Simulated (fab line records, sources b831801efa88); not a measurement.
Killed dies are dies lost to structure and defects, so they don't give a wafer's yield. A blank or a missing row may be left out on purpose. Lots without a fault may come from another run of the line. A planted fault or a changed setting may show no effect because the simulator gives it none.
fab line records | flow sky130
record lots=10 wafers=29 last_day=50
route steps=708 shown METAL2@503 VIA2@522 CAPM@549 METAL3@569 PAD_OPEN@708
lots that met no fault: from a run of the same line without faults
start_h: hours from the record's first day to the start of the lot's first wafer shown | wait_h: hours since the lot's step before | " the same as in the row above | L1.1+2: a row that stands for several wafers | - no value, or no start given | * or withheld: withheld | < > ~ a bound
route shown NAME@n: a module of which the file shows steps, and the number in the route of the first | usual: mean/standard deviation of fault-free wafers | same: alike in all rows | chamber/n: place in a boat | sites: the reading at each site | _std_site: their standard deviation | _edge_site: outer sites' mean less inner sites' | radius_mm: how far each site lies from the wafer's centre | mask NAME#n: copy n | behind: the tool/chamber that last shaped the wafer | hold: why the lot was held/for how many hours/how that ended | device: the transistor (n, p or np) that didn't switch | end of line: the same wafers' tests at the end of the route | a step without rows: its recipe alone | killed: dies lost to structure and defects at the first sort, not the wafer's yield | map: a wafer's dies, x killed, . not, _ none there
set.NAME: the setting as run; set.NAME@STEP: as run at that earlier step | model.NAME: the simulator's own value behind a step, which no gauge read
steps of the route over a sample of lots; a table a step, a row a wafer
services: from which hour (start_h, from the record's first day; less than 0 if before it) a tool's chamber was out of use, for how many hours, and why
## steps
# step SKY_METAL2_STRIP_20
# recipe chemistry=O2/N2 power_w=1400 pressure_mtorr=1500 platen_temp_c=withheld o2_flow_sccm=3000 n2_flow_sccm=300 overash_fraction=0.5
# usual drypump_motor_current_A=5.9/0.42 n2_flow_sccm=300.2/1 oes_product_au=0.343/0.0046 strip_time_to_endpoint_s=2.71/0.035
# columns lot.wafer tool chamber start_h wait_h drypump_motor_current_A n2_flow_sccm oes_product_au rf_hours_counter_h strip_time_to_endpoint_s
L484.2 plasma_asher-02 1 819.58 0.1 5.7 300.0 0.346 65 2.77
L484.3 " 0 " " 5.3 300.0 0.345 - 2.75
L484.6 " 0 " " 5.3 300.5 0.339 - 2.76
L486.1 plasma_asher-03 0 838.32 0.1 6.6 300.8 0.341 100 2.66
L486.3 " 0 " " 6.7 300.9 0.339 - 2.68
L486.4 " 1 " " 5.5 299.9 0.337 - 2.70
L487.2 plasma_asher-04 1 847.24 0.1 6.2 300.3 0.346 10 2.75
L487.4 " 1 " " 6.2 299.8 0.349 - 2.71
L487.6 " 1 " " 6.2 300.1 0.341 - 2.74
L488.3 plasma_asher-04 0 850.77 0.1 5.9 299.8 0.351 - 2.72
L488.4 " 1 " " 6.2 298.8 0.346 - 2.72
L493.2 plasma_asher-03 1 885.31 0.1 5.6 300.3 0.353 105 2.74
L493.3 " 0 " " 6.6 300.4 0.346 - 2.70
L493.4 " 1 " " 5.6 299.6 0.348 - 2.69
L501.2 plasma_asher-02 0 948.23 0.1 5.3 299.7 0.348 77 2.71
L501.4 " 1 " " 5.7 299.9 0.348 - 2.73
L501.6 " 0 " " 5.3 299.7 0.336 - 2.75
L504.1 plasma_asher-02 0 965.88 0.1 5.3 299.0 0.334 79 2.61
L504.3 " 0 " " 5.3 299.8 0.347 - 2.66
L504.4 " 1 " " 5.8 299.5 0.343 - 2.62
L505.1 plasma_asher-04 1 975.84 0.1 6.2 300.7 0.333 23 2.71
L505.4 " 1 " " 6.2 299.9 0.342 - 2.74
L505.5 " 0 " " 5.9 300.1 0.346 - 2.70
L506.1 plasma_asher-04 0 977.74 0.1 5.9 298.5 0.349 23 2.72
L506.3 " 1 " " 6.2 301.2 0.344 - 2.73
L506.4 " 0 " " 5.9 302.0 0.344 - 2.74
L507.2 plasma_asher-03 1 980.82 0.1 5.5 301.5 0.353 114 2.71
L507.4 " 1 " " 5.6 300.7 0.345 - 2.69
L507.5 " 0 " " 6.7 298.9 0.353 - 2.71
# step SKY_VIA2_ETCH_15
# recipe target=SiO2 chemistry=C4F8/O2/Ar target_depth_nm=546 stop_on=TiN mask_material=KrF-thick source_w=1500 bias_w=1200 pressure_mtorr=40 c4f8_flow_sccm=withheld O2_flow_sccm=6 Ar_flow_sccm=300 time_s=84
# usual oes_product_au=0.940/0.0048 rf_fwd_power_W=1489/4.8
# same time_s=84
# columns lot.wafer tool chamber start_h wait_h oes_product_au rf_fwd_power_W rf_hours_counter_h
L484.2 rie_diel-01 2 846.93 0.0 0.942 1484 3
L484.3 " 1 " " 0.944 1495 6
L484.6 " 3 " " 0.946 1491 -
L486.1 rie_diel-04 2 865.43 0.0 0.943 1494 2
L486.3 " 0 " " 0.942 1489 1
L486.4 " 1 " " 0.938 1476 7
L487.2 rie_diel-04 1 874.58 0.0 0.942 1492 7
L487.4 " 0 " " 0.941 1484 1
L487.6 " 1 " " 0.933 1493 -
L488.3 rie_diel-04 1 878.42 0.0 0.926 1253 7
L488.4 " 2 " " 0.934 1259 2
L493.2 rie_diel-04 1 911.88 0.0 0.934 1244 8
L493.3 " 0 " " 0.920 1245 2
L493.4 " 3 " " 0.921 1255 11
L501.2 rie_diel-01 1 973.98 0.0 0.935 1491 10
L501.4 " 2 " " 0.940 1486 7
L501.6 " 2 " " 0.942 1486 -
L504.1 rie_diel-04 0 991.19 0.0 0.937 1488 4
L504.3 " 2 " " 0.945 1496 5
L504.4 " 1 " " 0.939 1484 11
L505.1 rie_diel-02 1 1000.68 0.0 0.944 1497 13
L505.4 " 3 " " 0.952 1494 19
L505.5 " 3 " " 0.930 1476 -
L506.1 rie_diel-02 2 1003.19 0.0 0.933 1487 11
L506.3 " 3 " " 0.935 1491 19
L506.4 " 0 " " 0.939 1496 4
L507.2 rie_diel-04 3 1005.93 0.0 0.943 1499 13
L507.4 " 1 " " 0.934 1493 11
L507.5 " 1 " " 0.938 1484 -
# step SKY_VIA2_STRIP_16
# recipe chemistry=O2/N2 power_w=1400 pressure_mtorr=1500 platen_temp_c=withheld o2_flow_sccm=3000 n2_flow_sccm=300 overash_fraction=0.5
# usual drypump_motor_current_A=5.6/0.31 n2_flow_sccm=299.9/0.83 oes_product_au=0.399/0.0044 strip_time_to_endpoint_s=4.071/0.019
# columns lot.wafer tool chamber start_h wait_h drypump_motor_current_A n2_flow_sccm oes_product_au rf_hours_counter_h strip_time_to_endpoint_s
L484.2 plasma_asher-01 0 847.00 0.0 5.3 299.1 0.392 41 4.069
L484.3 " 1 " " 5.6 299.0 0.399 - 4.087
L484.6 " 0 " " 5.3 300.0 0.399 - 4.076
L486.1 plasma_asher-04 1 865.49 0.0 6.2 299.9 0.402 12 4.070
L486.3 " 1 " " 6.2 300.5 0.400 - 4.082
L486.4 " 0 " " 5.9 299.9 0.402 - 4.082
L487.2 plasma_asher-04 1 874.64 0.0 6.2 299.8 0.394 13 4.086
L487.4 " 0 " " 5.9 300.3 0.395 - 4.064
L487.6 " 0 " " 5.9 299.5 0.402 - 4.069
L488.3 plasma_asher-01 0 878.51 0.1 5.3 299.5 0.401 - 4.131
L488.4 " 1 " " 5.6 301.1 0.403 - 4.139
L493.2 plasma_asher-01 0 911.94 0.0 5.2 299.0 0.398 48 4.139
L493.3 " 1 " " 5.6 299.4 0.407 - 4.161
L493.4 " 0 " " 5.3 299.2 0.404 - 4.168
L501.2 plasma_asher-01 0 974.04 0.0 5.3 300.3 0.397 54 4.099
L501.4 " 0 " " 5.3 301.1 0.403 - 4.085
L501.6 " 0 " " 5.3 300.8 0.397 - 4.050
L504.1 plasma_asher-04 1 991.25 0.0 6.2 300.0 0.398 25 4.082
L504.3 " 0 " " 5.9 299.1 0.397 - 4.074
L504.4 " 1 " " 6.2 299.2 0.407 - 4.064
L505.1 plasma_asher-01 1 1000.74 0.0 5.6 299.7 0.402 57 4.054
L505.4 " 0 " " 5.3 299.0 0.398 - 4.083
L505.5 " 1 " " 5.6 300.7 0.399 - 4.057
L506.1 plasma_asher-04 1 1003.25 0.0 6.2 299.3 0.403 26 4.098
L506.3 " 0 " " 5.9 300.1 0.402 - 4.088
L506.4 " 1 " " 6.2 300.5 0.392 - 4.085
L507.2 plasma_asher-02 0 1005.99 0.0 5.3 300.3 0.403 82 4.029
L507.4 " 1 " " 5.7 300.1 0.395 - 4.073
L507.5 " 1 " " 5.7 300.5 0.397 - 4.078
# step SKY_CAPM_OVL_MEAS_12
# usual CAPM_OVL=0.8/1.4
# columns lot.wafer tool chamber start_h wait_h CAPM_OVL[nm]
L484.2 overlay-01 - 874.69 0.1 -1.4
L484.3 " - " " -0.2
L484.6 " - " " -1.3
L486.1 overlay-01 - 893.20 0.1 2.3
L486.3 " - " " 1.5
L486.4 " - " " 3.8
L487.2 overlay-01 - 901.46 0.1 2.8
L487.4 " - " " 1.2
L487.6 " - " " 1.3
L488.3 overlay-02 - 905.64 0.1 -0.4
L488.4 " - " " -0.7
L493.2 overlay-02 - 938.81 0.1 -2.7
L493.3 " - " " -0.1
L493.4 " - " " -0.1
L501.2 overlay-02 - 999.46 0.1 0.7
L501.4 " - " " 0.9
L501.6 " - " " 1.4
L504.1 overlay-01 - 1015.79 0.1 1.3
L504.3 " - " " -0.1
L504.4 " - " " 1.3
L505.1 overlay-01 - 1025.69 0.1 2.7
L505.4 " - " " 0.6
L505.5 " - " " 2.0
L506.1 overlay-02 - 1028.58 0.1 -0.7
L506.3 " - " " 1.2
L506.4 " - " " 1.9
L507.2 overlay-01 - 1030.49 0.1 0.3
L507.4 " - " " 0.3
L507.5 " - " " 0.6
# step SKY_METAL3_STRIP_19
# recipe chemistry=O2/N2 power_w=1400 pressure_mtorr=1500 platen_temp_c=withheld o2_flow_sccm=3000 n2_flow_sccm=300 overash_fraction=0.5
# usual drypump_motor_current_A=5.6/0.43 n2_flow_sccm=300.0/0.86 oes_product_au=0.503/0.0045 strip_time_to_endpoint_s=6.55/0.052
# columns lot.wafer tool chamber start_h wait_h drypump_motor_current_A n2_flow_sccm oes_product_au rf_hours_counter_h strip_time_to_endpoint_s
L484.2 plasma_asher-02 1 901.21 0.1 5.7 301.7 0.509 72 6.58
L484.3 " 1 " " 5.7 300.7 0.496 - 6.56
L484.6 " 1 " " 5.7 301.8 0.503 - 6.48
L486.1 plasma_asher-01 1 919.28 0.1 5.6 300.9 0.498 49 6.48
L486.3 " 1 " " 5.6 300.3 0.494 - 6.52
L486.4 " 0 " " 5.2 300.4 0.503 - 6.51
L487.2 plasma_asher-01 1 928.06 0.2 5.6 300.6 0.504 50 6.59
L487.4 " 1 " " 5.6 299.5 0.499 - 6.55
L487.6 " 0 " " 5.2 299.1 0.505 - 6.57
L488.3 plasma_asher-02 0 932.02 0.2 5.3 299.7 0.507 - 6.56
L488.4 " 1 " " 5.8 300.4 0.502 - 6.57
L493.2 plasma_asher-02 1 964.18 0.1 5.7 300.0 0.507 78 6.57
L493.3 " 1 " " 5.8 299.7 0.508 - 6.53
L493.4 " 0 " " 5.3 298.6 0.506 - 6.62
L501.2 plasma_asher-02 1 1023.18 0.1 5.7 299.9 0.502 83 6.51
L501.4 " 1 " " 5.7 300.3 0.506 - 6.53
L501.6 " 0 " " 5.3 301.0 0.502 - 6.54
L504.1 plasma_asher-03 1 1039.25 0.1 5.6 301.7 0.506 120 6.53
L504.3 " 1 " " 5.6 301.2 0.496 - 6.45
L504.4 " 0 " " 6.7 301.0 0.505 - 6.49
L505.1 plasma_asher-01 0 1049.18 0.1 5.3 300.9 0.495 62 6.45
L505.4 " 0 " " 5.2 300.4 0.501 - 6.48
L505.5 " 0 " " 5.3 300.9 0.493 - 6.49
L506.1 plasma_asher-01 1 1052.16 0.1 5.6 299.8 0.505 63 6.62
L506.3 " 0 " " 5.3 298.5 0.505 - 6.54
L506.4 " 1 " " 5.6 299.2 0.509 - 6.60
L507.2 plasma_asher-01 0 1053.38 0.1 5.3 300.6 0.502 63 6.52
L507.4 " 1 " " 5.6 298.3 0.507 - 6.51
L507.5 " 1 " " 5.6 299.3 0.510 - 6.53
# step SKY_PAD_OPEN_PROBE_99
# usual defect_limited_yield=82.6/1.9 killed_at_M0_to_M3=43/7 killed_at_M4_up=3.1/2 killed_at_contacts=24/5.3 killed_at_front_end=15/4.2 killed_at_other=0.4/0.66 killed_dies=86/9.5 killed_on_rim=17/3.9 killed_open=47/7.4 killed_short=38/6.2 sort_bin_3_pad_short=0.9/0.44 sort_bin_5_function=10.2/1.4 sort_bin_6_memory=6.4/1.1 sort_n_pass=406/9.5 sort_yield_pct=82.6/1.9
# same gross_dies=492 killed_at_back_side=0 sort_bin_4_leakage[%]=0 sort_bin_8_speed[%]=0
# columns lot.wafer tool chamber start_h wait_h defect_limited_yield[%] killed_at_M0_to_M3 killed_at_M4_up killed_at_contacts killed_at_front_end killed_at_other killed_dies killed_on_rim killed_open killed_short sort_bin_3_pad_short[%] sort_bin_5_function[%] sort_bin_6_memory[%] sort_n_pass sort_yield_pct[%]
L487.2 prober-02 - 1097.20 0.1 83.1 32 3 30 18 0 83 19 39 44 0.6 10.0 6.3 409 83.1
L487.4 prober-02 - 1097.30 0.2 85.0 40 1 15 17 1 74 20 39 33 1.0 8.5 5.5 418 85.0
L487.6 prober-02 - 1097.40 0.2 84.6 49 1 12 13 1 76 13 37 38 0.4 9.1 5.9 416 84.6
# killed by level:class
L487.2 CONTACT:geometric_particle:open=9 METAL1:geometric_particle:short=8 VIA1:geometric_particle:open=7 CONTACT:geometric_particle:short=6 FIELD_ISO:geometric_particle:open=5 LI_CONTACT:geometric_particle:open=5 METAL2:geometric_particle:short=5 LOCAL_INTERCONNECT:geometric_particle:short=5
L487.4 VIA1:geometric_particle:open=10 METAL1:geometric_particle:short=6 LI_CONTACT:geometric_particle:open=5 METAL2:geometric_particle:short=5 POLY_GATE:geometric_particle:open=4 FIELD_ISO:geometric_particle:open=4 POLY_GATE:geometric_particle:short=4 CONTACT:geometric_particle:open=4
L487.6 VIA3:geometric_particle:open=8 METAL2:geometric_particle:short=7 VIA1:geometric_particle:open=6 VIA2:geometric_particle:open=6 VIA2:geometric_particle:short=5 FIELD_ISO:geometric_particle:open=4 METAL1:geometric_particle:short=4 VIA1:geometric_particle:short=4
## services
# columns tool chamber start_h hours kind
rie_diel-02 2 796.98 5.3 repair
plasma_asher-03 - 809.57 1.3 repair
rie_diel-01 3 810.70 - clean
plasma_asher-04 - 817.18 5.9 repair
plasma_asher-01 - 818.40 0.4 repair
rie_diel-04 - 823.39 2.8 pm
plasma_asher-02 - 837.56 14.6 pm
rie_diel-02 0 843.50 6.7 repair
plasma_asher-02 - 859.10 0.8 repair
plasma_asher-01 - 883.40 2.1 repair
plasma_asher-02 - 884.87 1.1 repair
rie_diel-02 1 890.49 2.4 repair
plasma_asher-03 - 898.01 3.7 repair
rie_diel-02 - 903.60 4.4 repair
plasma_asher-02 - 905.05 1.1 repair
plasma_asher-04 - 911.07 6.0 repair
rie_diel-02 - 912.83 0.5 repair
rie_diel-01 0 925.69 6.9 repair
rie_diel-04 3 931.92 11.7 repair
rie_diel-04 0 975.32 12.8 repair
plasma_asher-02 - 978.56 8.0 repair
rie_diel-01 2 1008.73 6.7 repair
plasma_asher-02 - 1041.17 6.7 repair
plasma_asher-02 - 1047.85 2.8 pm
## key
first_sign step=SKY_VIA2_ETCH_15 reading=rf_fwd_power_W direction=down sigmas=49 usual=1489 struck=1251
effect step=SKY_VIA2_STRIP_16 reading=strip_time_to_endpoint_s direction=up sigmas=4 usual=* struck=*
met_at SKY_VIA2_ETCH_15
struck_lots L488,L493
not_acting_at SKY_METAL2_STRIP_20,SKY_CAPM_OVL_MEAS_12,SKY_METAL3_STRIP_19
onset_between 874.58 878.42
fault kind=process_parameter_drift tool=rie_diel-04 chamber=- onset_h=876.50 steps=SKY_VIA2_ETCH_15 channel=source_w offset=-240 shape=step end_h=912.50 acts_in=these_recipes_only stated=1500
